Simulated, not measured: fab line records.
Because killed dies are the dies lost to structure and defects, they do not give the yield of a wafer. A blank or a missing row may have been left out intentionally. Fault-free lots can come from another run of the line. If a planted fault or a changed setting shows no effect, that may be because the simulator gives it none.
Which tool did it? | flow gf180mcu | Sampling: 24 lots, 72 wafers, 6 of 602 route steps

== WHAT THE GAUGES SHOWED, per wafer ==
GF_HV_LDD_OVL_MEAS_32.
lot  | measured     | on         | HV_LDD_02_OVL (nm)
L074 | day 11 10:21 | overlay-02 | -0.1 2.5 3.3
L075 | day 11 18:46 | overlay-01 | -1.9 0.4 -2.3
L076 | day 12 01:54 | overlay-02 | 0.0 1.5 1.0
L077 | day 12 09:54 | overlay-02 | 2.9 1.9 1.1
L078 | day 12 17:18 | overlay-02 | 2.1 4.3 2.3
L079 | day 13 02:57 | overlay-01 | 2.5 2.7 3.0
L080 | day 13 10:28 | overlay-01 | 1.5 0.1 1.7
L081 | day 13 19:15 | overlay-01 | 1.0 0.9 0.8
L082 | day 14 02:59 | overlay-02 | 0.3 0.2 0.8
L083 | day 14 14:43 | overlay-01 | 2.2 2.0 1.9
L084 | day 14 17:55 | overlay-02 | 2.1 1.9 0.2
L085 | day 15 02:28 | overlay-01 | 2.8 -0.1 1.3
L086 | day 15 12:33 | overlay-01 | 0.7 0.4 0.9
L087 | day 15 18:48 | overlay-01 | 2.2 4.3 3.3
L088 | day 16 02:22 | overlay-01 | -0.6 2.2 2.1
L089 | day 16 11:33 | overlay-01 | 2.2 -1.4 -0.4
L090 | day 16 15:57 | overlay-01 | -0.8 0.1 0.9
L091 | day 17 05:44 | overlay-02 | -1.4 0.0 -1.2
L092 | day 17 08:39 | overlay-01 | 1.4 1.1 1.4
L093 | day 17 19:55 | overlay-01 | 2.4 3.2 4.0
L094 | day 18 04:49 | overlay-01 | -0.6 0.3 0.6
L095 | day 18 12:17 | overlay-01 | 1.0 0.8 -0.8
L096 | day 18 21:12 | overlay-02 | 1.3 2.0 0.2
L097 | day 18 22:47 | overlay-01 | 2.1 2.3 2.5

GF_V2_THK_MEAS_03.
lot  | measured     | on            | V2_CVD_02_THK (nm)
L074 | day 19 02:42 | film-metro-01 | 845 855 857
L075 | day 19 13:32 | film-metro-04 | 842 852 865
L076 | day 19 22:33 | film-metro-04 | 840 855 869
L077 | day 20 08:23 | film-metro-04 | 843 841 862
L078 | day 20 16:07 | film-metro-01 | 847 851 857
L079 | day 21 03:12 | film-metro-01 | 844 865 862
L080 | day 21 12:39 | film-metro-04 | 841 865 870
L081 | day 21 23:21 | film-metro-04 | 837 864 852
L082 | day 22 07:56 | film-metro-03 | 855 842 866
L083 | day 22 18:53 | film-metro-01 | 849 836 865
L084 | day 22 23:40 | film-metro-04 | 824 850 841
L085 | day 23 06:52 | film-metro-03 | 852 864 841
L086 | day 23 18:38 | film-metro-04 | 856 843 870
L087 | day 24 02:14 | film-metro-04 | 843 860 863
L088 | day 24 09:06 | film-metro-04 | 824 851 849
L089 | day 24 18:57 | film-metro-04 | 831 867 864
L090 | day 25 00:58 | film-metro-01 | 855 853 877
L091 | day 25 10:47 | film-metro-03 | 835 851 843
L092 | day 25 16:21 | film-metro-03 | 836 813 849
L093 | day 26 00:35 | film-metro-03 | 842 851 850
L094 | day 26 08:31 | film-metro-01 | 841 843 856
L095 | day 26 10:55 | film-metro-04 | 852 847 839
L096 | day 26 22:06 | film-metro-01 | 831 823 841
L097 | day 27 04:46 | film-metro-01 | 847 840 860

GF_V2_BOW_MEAS_05.
lot  | measured     | on            | V2_BOW (um)
L074 | day 19 03:04 | film-metro-01 | 110 94 111
L075 | day 19 13:53 | film-metro-04 | 108 115 117
L076 | day 19 22:55 | film-metro-04 | 110 89 100
L077 | day 20 08:45 | film-metro-04 | 97 94 104
L078 | day 20 16:28 | film-metro-03 | 106 100 108
L079 | day 21 03:34 | film-metro-01 | 91 97 89
L080 | day 21 13:01 | film-metro-03 | 95 96 94
L081 | day 21 23:43 | film-metro-03 | 90 100 82
L082 | day 22 08:20 | film-metro-03 | 96 101 86
L083 | day 22 19:15 | film-metro-03 | 107 87 92
L084 | day 23 00:02 | film-metro-01 | 102 101 99
L085 | day 23 07:14 | film-metro-04 | 105 105 101
L086 | day 23 19:00 | film-metro-04 | 98 98 98
L087 | day 24 02:53 | film-metro-01 | 89 94 85
L088 | day 24 09:28 | film-metro-04 | 91 95 94
L089 | day 24 19:19 | film-metro-03 | 103 81 91
L090 | day 25 01:23 | film-metro-03 | 115 101 94
L091 | day 25 11:08 | film-metro-03 | 90 100 90
L092 | day 25 16:47 | film-metro-01 | 99 103 98
L093 | day 26 00:56 | film-metro-03 | 91 86 102
L094 | day 26 08:53 | film-metro-04 | 95 96 96
L095 | day 26 11:17 | film-metro-04 | 108 96 99
L096 | day 26 22:28 | film-metro-01 | 84 91 103
L097 | day 27 05:07 | film-metro-03 | 99 105 111

GF_MIM_THK_MEAS_06.
lot  | measured     | on            | MIM_CVD_05_THK (nm)
L074 | day 24 06:43 | film-metro-04 | 41.6 43.2 43.5
L075 | day 24 17:26 | film-metro-04 | 42.3 43.0 43.5
L076 | day 25 02:59 | film-metro-04 | 41.4 42.4 41.9
L077 | day 25 11:45 | film-metro-02 | 42.3 42.3 42.5
L078 | day 25 18:44 | film-metro-01 | 42.7 43.6 43.7
L079 | day 26 04:37 | film-metro-02 | 41.7 42.3 42.2
L080 | day 26 10:17 | film-metro-04 | 42.0 42.6 42.9
L081 | day 26 20:02 | film-metro-02 | 42.4 42.9 42.6
L082 | day 27 03:03 | film-metro-01 | 42.5 42.7 42.7
L083 | day 27 14:12 | film-metro-04 | 40.9 41.0 41.6
L084 | day 27 18:37 | film-metro-02 | 41.9 42.7 42.0
L085 | day 28 01:22 | film-metro-02 | 42.3 43.2 42.8
L086 | day 28 12:43 | film-metro-04 | 42.2 41.4 43.1
L087 | day 28 20:21 | film-metro-01 | 42.1 41.5 41.7
L088 | day 29 01:13 | film-metro-02 | 41.3 42.1 41.3
L089 | day 29 10:24 | film-metro-01 | 41.8 41.4 42.4
L090 | day 29 12:37 | film-metro-02 | 41.3 42.3 42.1
L091 | day 29 22:52 | film-metro-02 | 41.6 41.2 42.2
L092 | day 30 04:22 | film-metro-01 | 41.1 41.2 42.3
L093 | day 30 09:11 | film-metro-01 | 41.3 41.3 41.9
L094 | day 30 17:59 | film-metro-04 | 41.3 42.0 42.3
L095 | day 30 19:23 | film-metro-04 | 41.5 41.4 42.1
L096 | day 31 06:28 | film-metro-04 | 42.5 42.3 42.5
L097 | day 31 11:33 | film-metro-02 | 41.8 41.7 42.5

== WHAT TOOL EACH LOT RAN ON (gives the tool, then ch and the chambers of the sampled wafers, and finally the start) ==
lot  | GF_M3_METAL_ETCH_16               | GF_M4_SPUTTER_03
L074 | rie-metal-02 ch 0, day 21 04:47   | pvd-sputter-04, day 22 07:13
L075 | rie-metal-03 ch 0,1, day 21 16:08 | pvd-sputter-04, day 22 18:13
L076 | rie-metal-03 ch 0, day 22 01:23   | pvd-sputter-03, day 23 03:14
L077 | rie-metal-01 ch 0,1, day 22 09:53 | pvd-sputter-03, day 23 12:11
L078 | rie-metal-01 ch 0,1, day 22 17:41 | pvd-sputter-03, day 23 19:52
L079 | rie-metal-02 ch 0,1, day 23 04:40 | pvd-sputter-03, day 24 06:00
L080 | rie-metal-03 ch 0,1, day 23 12:08 | pvd-sputter-04, day 24 13:27
L081 | rie-metal-02 ch 0,1, day 23 23:10 | pvd-sputter-04, day 25 00:02
L082 | rie-metal-02 ch 0,1, day 24 06:07 | pvd-sputter-04, day 25 06:39
L083 | rie-metal-01 ch 0,1, day 24 17:14 | pvd-sputter-04, day 25 17:41
L084 | rie-metal-03 ch 0,1, day 24 23:40 | pvd-sputter-04, day 25 23:31
L085 | rie-metal-02 ch 0,1, day 25 05:04 | pvd-sputter-02, day 26 05:32
L086 | rie-metal-01 ch 0,1, day 25 16:23 | pvd-sputter-02, day 26 16:31
L087 | rie-metal-03 ch 0,1, day 26 00:11 | pvd-sputter-02, day 27 00:25
L088 | rie-metal-02 ch 0,1, day 26 06:47 | pvd-sputter-02, day 27 06:40
L089 | rie-metal-02 ch 1, day 26 15:17   | pvd-sputter-02, day 27 15:36
L090 | rie-metal-02 ch 0,1, day 26 20:40 | pvd-sputter-04, day 27 20:13
L091 | rie-metal-02 ch 0, day 27 05:46   | pvd-sputter-04, day 28 05:13
L092 | rie-metal-02 ch 0, day 27 12:13   | pvd-sputter-02, day 28 11:07
L093 | rie-metal-03 ch 0,1, day 27 19:28 | pvd-sputter-02, day 28 17:20
L094 | rie-metal-01 ch 0,1, day 28 03:31 | pvd-sputter-04, day 29 02:13
L095 | rie-metal-03 ch 0,1, day 28 05:05 | pvd-sputter-02, day 29 02:44
L096 | rie-metal-01 ch 0,1, day 28 16:28 | pvd-sputter-02, day 29 14:56
L097 | rie-metal-02 ch 0,1, day 28 21:59 | pvd-sputter-04, day 29 20:08
- GF_M3_METAL_ETCH_16: etches the open film in Cl2/BCl3, stops on SiO2, target depth 750.8 nm, time 125.1 s.
- GF_M4_SPUTTER_03: material Ti, target thk 10 nm, time 6.7 s.

== AS READ BY THE TOOLS THEMSELVES (means over the sampled wafers that have a number; for cases with no such wafer, the mark the record gives instead) ==
GF_M3_METAL_ETCH_16.
lot  | tool         | chamber-pressure-mTorr (mTorr) | drypump-motor-current-A (A) | oes-product-au (a.u.) | throttle-valve-pct (%)
L074 | rie-metal-02 | 7.996                          | 5.62                        | 0.985                 | 28.227
L075 | rie-metal-03 | 7.998                          | 5.23                        | 0.986                 | 28.238
L076 | rie-metal-03 | 8.003                          | 5.37                        | 0.984                 | 28.243
L077 | rie-metal-01 | 7.994                          | 5.38                        | 0.992                 | 28.227
L078 | rie-metal-01 | 7.996                          | 5.38                        | 0.992                 | 28.213
L079 | rie-metal-02 | 8.006                          | 5.36                        | 0.993                 | 28.222
L080 | rie-metal-03 | 7.996                          | 5.24                        | 0.980                 | 28.235
L081 | rie-metal-02 | 8.005                          | 5.38                        | 0.995                 | 28.223
L082 | rie-metal-02 | 7.997                          | 5.09                        | 0.996                 | 28.224
L083 | rie-metal-01 | 7.996                          | 5.34                        | 0.992                 | 28.232
L084 | rie-metal-03 | 7.999                          | 5.30                        | 0.990                 | 28.231
L085 | rie-metal-02 | 8.001                          | 5.36                        | 0.993                 | 28.216
L086 | rie-metal-01 | 8.006                          | 5.37                        | 0.990                 | 28.228
L087 | rie-metal-03 | 7.998                          | 5.31                        | 0.996                 | 28.226
L088 | rie-metal-02 | 8.004                          | 5.11                        | 0.994                 | 28.227
L089 | rie-metal-02 | 8.003                          | 4.86                        | 0.993                 | 28.227
L090 | rie-metal-02 | 7.996                          | 5.37                        | 0.989                 | 28.221
L091 | rie-metal-02 | 7.990                          | 5.63                        | 0.991                 | 28.221
L092 | rie-metal-02 | 8.012                          | 5.63                        | 0.998                 | 28.230
L093 | rie-metal-03 | 7.998                          | 5.24                        | 0.993                 | 28.229
L094 | rie-metal-01 | 8.000                          | 5.40                        | 0.993                 | 28.238
L095 | rie-metal-03 | 8.002                          | 5.28                        | 0.987                 | 28.241
L096 | rie-metal-01 | 8.000                          | 5.40                        | 0.994                 | 28.224
L097 | rie-metal-02 | 7.998                          | 5.39                        | 0.984                 | 28.229

GF_M4_SPUTTER_03.
lot  | tool           | throttle-valve-pct (%)
L074 | pvd-sputter-04 | 30.6
L075 | pvd-sputter-04 | 30.2
L076 | pvd-sputter-03 | 29.4
L077 | pvd-sputter-03 | 29.5
L078 | pvd-sputter-03 | 29.2
L079 | pvd-sputter-03 | 29.3
L080 | pvd-sputter-04 | 30.3
L081 | pvd-sputter-04 | 30.2
L082 | pvd-sputter-04 | 30.5
L083 | pvd-sputter-04 | 30.4
L084 | pvd-sputter-04 | 29.4
L085 | pvd-sputter-02 | 30.4
L086 | pvd-sputter-02 | 30.4
L087 | pvd-sputter-02 | 30.2
L088 | pvd-sputter-02 | 29.9
L089 | pvd-sputter-02 | 30.9
L090 | pvd-sputter-04 | 31.2
L091 | pvd-sputter-04 | 31.3
L092 | pvd-sputter-02 | 30.3
L093 | pvd-sputter-02 | 30.1
L094 | pvd-sputter-04 | 30.3
L095 | pvd-sputter-02 | 30.3
L096 | pvd-sputter-02 | 30.4
L097 | pvd-sputter-04 | 30.3

== THE ANSWER, worked out from the rows above alone ==
Rule: the usual values come from the lots themselves. Put in order of their means at a reading, lots are off if they are a third of the lots or fewer, leave a main group of 4 or more, and stand apart from it by a gap of 3 or more times the standard deviation of the main group's means; of several such gaps the widest counts. A main group whose means are all the same, to the digits that the tables above print for the reading, isn't used. A lot without any number at a reading at which 4 lots or more have one is off too. All remaining lots with rows at the step are treated as sound. First the gauges in route order, then the tools' own readings, where a lot's mean is used as printed above. The first step at which some lot is off is used, and at that step the reading that is off furthest; a lot without a number counts as furthest.
Nothing can be told from this: no lot is off at any reading shown.

== WHAT THE SIMULATOR HAD PUT IN ==
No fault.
